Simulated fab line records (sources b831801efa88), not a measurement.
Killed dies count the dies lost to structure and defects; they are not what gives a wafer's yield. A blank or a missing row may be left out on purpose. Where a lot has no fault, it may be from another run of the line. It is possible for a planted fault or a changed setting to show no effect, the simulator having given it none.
fab line records	flow gf180mcu
record lots=13	wafers=39	last_day=34
route steps=602 shown CONTACT@287 M1@315
lots that met no fault: from a run of the same line without faults
start_h: the number of hours between the record's first day and the start of the first shown wafer of the lot	wait_h: how many hours have passed since the lot's step before this one	" unchanged from the row above	L1.1+2: a single row standing in for several wafers	- no value present, or no start provided	* or withheld: withheld	< > ~ a bound
route shown NAME@n: NAME is a module with steps in the file, n the number in the route of the first one	usual: average and standard deviation across the fault-free wafers	same: alike in all rows	chamber/n: place in a boat	sites: readings site by site	_std_site: how widely they spread, as a standard deviation	_edge_site: inner sites' mean taken away from outer sites' mean	radius_mm: how far each site lies from the wafer's centre	mask NAME#n: copy n	behind: the tool/chamber that last shaped the wafer	hold: what put the lot on hold/how long, in hours/how the hold closed	device: the transistor (n, p or np) that didn't switch	end of line: the same wafers' tests at the end of the route	where a step has no rows: the recipe by itself	killed: at the first sort, the dies lost to defects and structure; wafer yield is something else	map: a wafer's dies, x killed, . not, _ none there
set.NAME: the setting as run; set.NAME@STEP: as run at that earlier step	model.NAME: the simulator's own value behind a step, which no gauge read
steps of the route over a sample of lots; a table a step, a row a wafer
services: the hour from which a tool's chamber was out of use, counted from the record's first day as start_h (under 0 if before that day), plus the number of hours and why
## steps
# step GF_CONTACT_CVD_00
# recipe material=SiO2	target_thk_nm=300	sigma_open_frac=0.3	temp_c=400	time_s=50	sih4_flow_sccm=60	pressure_mtorr=6
# usual sih4_flow_sccm=60.04/0.17
lot.wafer	tool	chamber	start_h	wait_h	sih4_flow_sccm
L339.3	hdpcvd-01	1	355.80	0.1	60.20
L339.4	"	2	"	"	60.02
L339.6	"	0	"	"	59.92
L341.2	hdpcvd-02	1	367.79	0.1	59.93
L341.4	"	2	"	"	59.93
L341.5	"	1	"	"	60.28
L343.1	hdpcvd-01	1	393.68	0.1	59.81
L343.5	"	2	"	"	60.09
L343.6	"	0	"	"	59.95
L344.2	hdpcvd-01	2	402.63	0.1	60.00
L344.3	"	1	"	"	60.08
L344.5	"	2	"	"	59.93
L345.2	hdpcvd-02	1	408.14	0.1	59.81
L345.3	"	0	"	"	59.80
L345.4	"	1	"	"	59.86
L347.1	hdpcvd-01	0	422.05	0.1	60.13
L347.5	"	1	"	"	60.21
L347.6	"	2	"	"	60.12
L346.1	hdpcvd-01	2	423.60	0.1	59.94
L346.2	"	0	"	"	59.99
L346.6	"	1	"	"	59.98
L348.1	hdpcvd-01	0	431.33	0.1	59.88
L348.4	"	2	"	"	60.03
L348.6	"	1	"	"	59.92
L356.1	hdpcvd-01	0	502.20	0.1	60.10
L356.4	"	0	"	"	60.44
L356.5	"	2	"	"	60.05
L357.3	hdpcvd-01	1	507.51	0.1	50.95
L357.4	"	1	"	"	50.91
L357.5	"	0	"	"	51.27
L358.2	hdpcvd-01	0	519.37	0.1	50.84
L358.4	"	0	"	"	50.98
L358.5	"	1	"	"	51.05
L359.1	hdpcvd-02	1	524.32	0.1	59.93
L359.2	"	0	"	"	60.33
L359.3	"	2	"	"	60.17
L360.2	hdpcvd-01	1	537.66	0.1	51.12
L360.4	"	0	"	"	51.20
L360.6	"	2	"	"	51.03
# step GF_CONTACT_THK_MEAS_01
# recipe reads=SiO2_of_CONTACT_CVD_00
# usual CONTACT_CVD_00_THK=301/4.2
lot.wafer	tool	chamber	start_h	wait_h	CONTACT_CVD_00_THK[nm]
L339.3	film_metro-02	-	355.87	0.0	302
L339.4	"	-	"	"	298
L339.6	"	-	"	"	299
L341.2	film_metro-01	-	367.85	0.0	300
L341.4	"	-	"	"	302
L341.5	"	-	"	"	297
L343.1	film_metro-01	-	393.73	0.0	301
L343.5	"	-	"	"	301
L343.6	"	-	"	"	295
L344.2	film_metro-04	-	402.68	0.0	301
L344.3	"	-	"	"	308
L344.5	"	-	"	"	305
L345.2	film_metro-02	-	408.21	0.1	296
L345.3	"	-	"	"	300
L345.4	"	-	"	"	299
L347.1	film_metro-04	-	422.10	0.0	294
L347.5	"	-	"	"	305
L347.6	"	-	"	"	294
L346.1	film_metro-04	-	423.65	0.0	305
L346.2	"	-	"	"	299
L346.6	"	-	"	"	310
L348.1	film_metro-02	-	431.38	0.0	296
L348.4	"	-	"	"	300
L348.6	"	-	"	"	308
L356.1	film_metro-02	-	502.24	0.0	296
L356.4	"	-	"	"	293
L356.5	"	-	"	"	300
L357.3	film_metro-04	-	507.58	0.0	257
L357.4	"	-	"	"	259
L357.5	"	-	"	"	249
L358.2	film_metro-02	-	519.43	0.0	256
L358.4	"	-	"	"	251
L358.5	"	-	"	"	263
L359.1	film_metro-04	-	524.37	0.0	297
L359.2	"	-	"	"	303
L359.3	"	-	"	"	296
L360.2	film_metro-04	-	537.71	0.0	263
L360.4	"	-	"	"	250
L360.6	"	-	"	"	257
# step GF_CONTACT_OVL_MEAS_15
# usual CONTACT_OVL=3/5.1
lot.wafer	tool	chamber	start_h	wait_h	CONTACT_OVL[nm]
L339.3	overlay-02	-	379.45	0.1	3
L339.4	"	-	"	"	7
L339.6	"	-	"	"	4
L341.2	overlay-02	-	391.64	0.1	0
L341.4	"	-	"	"	0
L341.5	"	-	"	"	4
L343.1	overlay-02	-	418.30	0.1	1
L343.5	"	-	"	"	-1
L343.6	"	-	"	"	2
L344.2	overlay-02	-	427.61	0.1	7
L344.3	"	-	"	"	10
L344.5	"	-	"	"	8
L345.2	overlay-01	-	433.34	0.1	6
L345.3	"	-	"	"	6
L345.4	"	-	"	"	8
L347.1	overlay-02	-	447.58	0.1	4
L347.5	"	-	"	"	-2
L347.6	"	-	"	"	3
L346.1	overlay-02	-	448.75	0.1	8
L346.2	"	-	"	"	7
L346.6	"	-	"	"	9
L348.1	overlay-01	-	457.10	0.1	3
L348.4	"	-	"	"	8
L348.6	"	-	"	"	5
L356.1	overlay-02	-	526.68	0.1	-6
L356.4	"	-	"	"	-1
L356.5	"	-	"	"	-6
L357.3	overlay-02	-	531.89	0.1	11
L357.4	"	-	"	"	2
L357.5	"	-	"	"	0
L358.2	overlay-02	-	542.96	0.1	5
L358.4	"	-	"	"	4
L358.5	"	-	"	"	7
L359.1	overlay-02	-	548.32	0.1	5
L359.2	"	-	"	"	6
L359.3	"	-	"	"	1
L360.2	overlay-02	-	561.24	0.1	3
L360.4	"	-	"	"	6
L360.6	"	-	"	"	7
# step GF_CONTACT_ETCH_17
# recipe chemistry=C4F8/O2/Ar	mask_material=KrF	target=SiO2	stop_on=CoSi2	source_w=1500	bias_w=1200	pressure_mtorr=40	c4f8_flow_sccm=withheld	O2_flow_sccm=6	Ar_flow_sccm=300	time_s=withheld	target_depth_a=8600
# usual oes_product_au=0.815/0.0053
lot.wafer	tool	chamber	start_h	wait_h	oes_product_au
L339.3	rie_diel-04	3	-	-	0.811
L339.4	"	0	"	"	0.812
L339.6	"	3	"	"	0.817
L341.2	rie_diel-02	2	-	-	0.813
L341.4	"	3	"	"	0.823
L341.5	"	0	"	"	0.810
L343.1	rie_diel-04	1	-	-	0.813
L343.5	"	3	"	"	0.822
L343.6	"	1	"	"	0.818
L344.2	rie_diel-03	2	-	-	0.819
L344.3	"	1	"	"	0.816
L344.5	"	2	"	"	0.817
L345.2	rie_diel-03	2	-	-	0.811
L345.3	"	0	"	"	0.816
L345.4	"	3	"	"	0.808
L347.1	rie_diel-02	0	-	-	0.806
L347.5	"	3	"	"	0.813
L347.6	"	2	"	"	0.820
L346.1	rie_diel-03	3	-	-	0.816
L346.2	"	0	"	"	0.816
L346.6	"	1	"	"	0.830
L348.1	rie_diel-04	1	-	-	0.812
L348.4	"	2	"	"	0.811
L348.6	"	1	"	"	0.822
L356.1	rie_diel-02	1	-	-	0.811
L356.4	"	0	"	"	0.803
L356.5	"	1	"	"	0.820
L357.3	rie_diel-04	0	-	-	0.799
L357.4	"	3	"	"	0.794
L357.5	"	1	"	"	0.790
L358.2	rie_diel-04	0	-	-	0.788
L358.4	"	1	"	"	0.787
L358.5	"	1	"	"	0.790
L359.1	rie_diel-03	0	-	-	0.813
L359.2	"	1	"	"	0.809
L359.3	"	2	"	"	0.814
L360.2	rie_diel-04	2	-	-	0.799
L360.4	"	3	"	"	0.784
L360.6	"	0	"	"	0.791
# step GF_M1_SPUTTER_00
# recipe material=Ti	target_thk_nm=37.5	arriving_ion_energy_ev=80	substrate_temp_c=200	chamber_pressure_pa=2	power_w=4000	time_s=150
# usual throttle_valve_pct=29.8/1
lot.wafer	tool	chamber	start_h	wait_h	throttle_valve_pct
L339.3	pvd_sputter-03	-	380.61	0.2	28.7
L339.4	"	-	"	"	29.6
L339.6	"	-	"	"	29.4
L341.2	pvd_sputter-04	-	392.93	0.1	31.0
L341.4	"	-	"	"	28.1
L341.5	"	-	"	"	30.6
L343.1	pvd_sputter-01	-	419.70	0.1	30.6
L343.5	"	-	"	"	30.8
L343.6	"	-	"	"	30.8
L344.2	pvd_sputter-03	-	428.78	0.2	28.8
L344.3	"	-	"	"	29.4
L344.5	"	-	"	"	28.6
L345.2	pvd_sputter-01	-	434.51	0.1	31.4
L345.3	"	-	"	"	30.6
L345.4	"	-	"	"	30.6
L347.1	pvd_sputter-03	-	448.78	0.1	29.4
L347.5	"	-	"	"	28.5
L347.6	"	-	"	"	29.3
L346.1	pvd_sputter-04	-	449.95	0.1	30.0
L346.2	"	-	"	"	30.8
L346.6	"	-	"	"	28.3
L348.1	pvd_sputter-03	-	458.29	0.1	28.8
L348.4	"	-	"	"	29.0
L348.6	"	-	"	"	29.0
L356.1	pvd_sputter-04	-	527.86	0.2	29.5
L356.4	"	-	"	"	29.9
L356.5	"	-	"	"	29.5
L357.3	pvd_sputter-01	-	533.19	0.1	30.5
L357.4	"	-	"	"	31.3
L357.5	"	-	"	"	31.7
L358.2	pvd_sputter-01	-	544.13	0.2	30.5
L358.4	"	-	"	"	30.3
L358.5	"	-	"	"	31.7
L359.1	pvd_sputter-04	-	549.50	0.1	30.1
L359.2	"	-	"	"	29.3
L359.3	"	-	"	"	30.8
L360.2	pvd_sputter-03	-	562.43	0.2	28.9
L360.4	"	-	"	"	28.7
L360.6	"	-	"	"	29.0
# step GF_M1_SPUTTER_02
# recipe material=AlCu	target_thk_nm=450	power_w=10600	time_s=23.9	chamber_pressure_pa=0.4
# usual throttle_valve_pct=29.7/1
lot.wafer	tool	chamber	start_h	wait_h	throttle_valve_pct
L339.3	pvd_sputter-03	-	380.74	0.0	28.9
L339.4	"	-	"	"	29.3
L339.6	"	-	"	"	29.3
L341.2	pvd_sputter-04	-	393.06	0.0	30.6
L341.4	"	-	"	"	28.4
L341.5	"	-	"	"	30.7
L343.1	pvd_sputter-01	-	419.84	0.0	30.5
L343.5	"	-	"	"	30.5
L343.6	"	-	"	"	30.3
L344.2	pvd_sputter-03	-	428.91	0.0	28.5
L344.3	"	-	"	"	29.3
L344.5	"	-	"	"	28.8
L345.2	pvd_sputter-01	-	434.64	0.0	31.4
L345.3	"	-	"	"	30.6
L345.4	"	-	"	"	30.4
L347.1	pvd_sputter-03	-	448.91	0.0	29.6
L347.5	"	-	"	"	28.6
L347.6	"	-	"	"	29.4
L346.1	pvd_sputter-04	-	450.08	0.0	30.1
L346.2	"	-	"	"	30.7
L346.6	"	-	"	"	28.1
L348.1	pvd_sputter-03	-	458.42	0.0	28.7
L348.4	"	-	"	"	29.1
L348.6	"	-	"	"	29.1
L356.1	pvd_sputter-04	-	527.99	0.0	29.3
L356.4	"	-	"	"	30.1
L356.5	"	-	"	"	29.4
L357.3	pvd_sputter-01	-	533.32	0.0	30.4
L357.4	"	-	"	"	31.6
L357.5	"	-	"	"	31.5
L358.2	pvd_sputter-01	-	544.26	0.0	30.4
L358.4	"	-	"	"	30.5
L358.5	"	-	"	"	31.5
L359.1	pvd_sputter-04	-	549.63	0.0	30.0
L359.2	"	-	"	"	29.2
L359.3	"	-	"	"	30.8
L360.2	pvd_sputter-03	-	562.56	0.0	29.0
L360.4	"	-	"	"	28.6
L360.6	"	-	"	"	28.8
## services
tool	chamber	start_h	hours	kind
hdpcvd-01	-	343.43	0.7	repair
rie_diel-02	2	356.39	12.4	repair
hdpcvd-01	-	360.88	0.9	repair
hdpcvd-01	-	384.78	0.3	repair
rie_diel-04	3	389.80	4.1	repair
rie_diel-04	0	397.95	11.0	repair
rie_diel-03	0	401.58	2.6	repair
hdpcvd-02	2	407.46	16.2	repair
pvd_sputter-03	-	413.20	1.9	repair
hdpcvd-02	0	420.00	5.6	repair
rie_diel-02	1	425.52	9.6	repair
pvd_sputter-01	-	426.35	3.0	repair
pvd_sputter-03	-	432.01	9.3	repair
rie_diel-03	-	462.11	0.2	repair
rie_diel-03	0	462.51	4.7	repair
rie_diel-04	3	462.67	2.7	repair
rie_diel-04	-	478.93	0.7	repair
rie_diel-04	0	498.04	7.5	repair
rie_diel-04	3	498.85	1.7	repair
pvd_sputter-01	-	508.74	2.5	repair
rie_diel-03	3	533.19	16.7	repair
pvd_sputter-04	-	543.83	2.0	repair
hdpcvd-01	-	554.25	5.5	pm
rie_diel-04	1	554.99	9.7	repair
## key
first_sign step=GF_CONTACT_CVD_00	reading=sih4_flow_sccm	direction=down	sigmas=53	usual=60.04	struck=51.04
effect step=GF_CONTACT_THK_MEAS_01	reading=CONTACT_CVD_00_THK	direction=down	sigmas=11	usual=301	struck=256
effect step=GF_CONTACT_ETCH_17	reading=oes_product_au	direction=down	sigmas=4.5	usual=0.815	struck=0.791
met_at GF_CONTACT_CVD_00
struck_lots L357,L358,L360
tester_left_out L357,L358,L360
not_acting_at GF_CONTACT_OVL_MEAS_15,GF_M1_SPUTTER_00,GF_M1_SPUTTER_02
onset_between 502.20 507.51
fault kind=process_parameter_drift	tool=hdpcvd-01	chamber=-	onset_h=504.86	steps=GF_CONTACT_CVD_00	channel=sih4_flow_sccm	offset=-9	shape=step	end_h=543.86	acts_in=these_recipes_only	stated=60
# tester_left_out: of these lots the tester's yield and bins aren't shown, on N5 and GAA mostly nor the transistor test; their killed dies are dies lost to structure and defects alone, not to doping, threshold or leakage, so they don't give the yield
